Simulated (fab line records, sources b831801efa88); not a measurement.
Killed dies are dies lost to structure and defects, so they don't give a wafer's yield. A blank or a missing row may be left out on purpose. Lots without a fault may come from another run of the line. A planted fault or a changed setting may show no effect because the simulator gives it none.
One fault seen from 2 desks | flow sky130 | each desk has only its own numbers; what lay behind them comes last

THE TOOL OWNER'S DESK: furnace-01
The tool's own readings at SKY_POLY_GATE_OXIDATION_20 (stabilise 600 s, purge 300 s, target thk 4 nm): means of the sampled wafers that have a number, for each lot that ran on this tool. A lot is out of limits, marked OUT, if its mean lies more than 4 standard deviations from the usual mean; the brackets give that distance.
Columns: A = spike_tc_centre_C at SKY_POLY_GATE_OXIDATION_20, usual 850.0 C; B = zone_power_centre_pct at SKY_POLY_GATE_OXIDATION_20, usual 19.4 %; C = zone_power_upper_pct at SKY_POLY_GATE_OXIDATION_20, usual 15.8 %
lot  | first seen here | A     | B    | C
L326 | day 18 10:07    | 851.1 | 17.2 | 15.0
L336 | day 21 22:15    | 849.5 | 17.3 | 14.8
L337 | day 22 04:37    | 849.6 | 17.2 | 14.9
This desk's finding: nothing out of limits on any of the 3 lots.

THE METROLOGY DESK
What the gauges read, lot by lot, whatever tool the lot ran on: means of the sampled wafers that have a number. A lot is out of limits, marked OUT, if its mean lies more than 4 standard deviations from the usual mean; the brackets give that distance. Of its 8 readings 7 are shown: those that lie furthest out on some lot.
Columns: A = cd_nm at SKY_POLY_GATE_CD_MEAS_13, usual 150.2 nm; B = POLY_GATE_OXIDATION_THK at SKY_POLY_GATE_THK_MEAS_21, usual 3.98 nm; C = cd_nm at SKY_POLY_GATE_CD_MEAS_22, usual 150.4 nm; D = LDD_N_OVL at SKY_LDD_N_OVL_MEAS_07, usual 0.8 nm; E = LDD_N_TW at SKY_LDD_N_TW_MEAS_17, usual 2577; F = cd_nm at SKY_LDD_P_CD_MEAS_07, usual 380.6 nm; G = LDD_P_OVL at SKY_LDD_P_OVL_MEAS_08, usual -0.2 nm
lot  | first seen here | A     | B    | C     | D    | E    | F     | G
L326 | day 18 07:22    | 148.3 | 3.98 | 149.0 | 1.2  | 2587 | 377.1 | 1.4
L336 | day 21 21:07    | 150.7 | 3.90 | 151.1 | 0.5  | 2556 | 382.5 | -1.4
L337 | day 22 04:05    | 149.9 | 3.92 | 149.6 | -0.8 | 2605 | 377.5 | 0.1
L339 | day 23 02:17    | 149.7 | 3.94 | 150.6 | 0.7  | 2550 | 378.5 | -0.0
L342 | day 23 18:07    | 148.7 | 3.92 | 148.9 | 1.2  | 2551 | 380.5 | -1.6
L343 | day 23 20:11    | 147.8 | 3.98 | 146.2 | 1.8  | 2589 | 379.6 | 0.1
This desk's finding: nothing out of limits on any of the 6 lots.

PUT TOGETHER
The tool owner's desk saw nothing out of limits.
The metrology desk saw nothing out of limits.

WHAT THE SIMULATOR HAD PUT IN
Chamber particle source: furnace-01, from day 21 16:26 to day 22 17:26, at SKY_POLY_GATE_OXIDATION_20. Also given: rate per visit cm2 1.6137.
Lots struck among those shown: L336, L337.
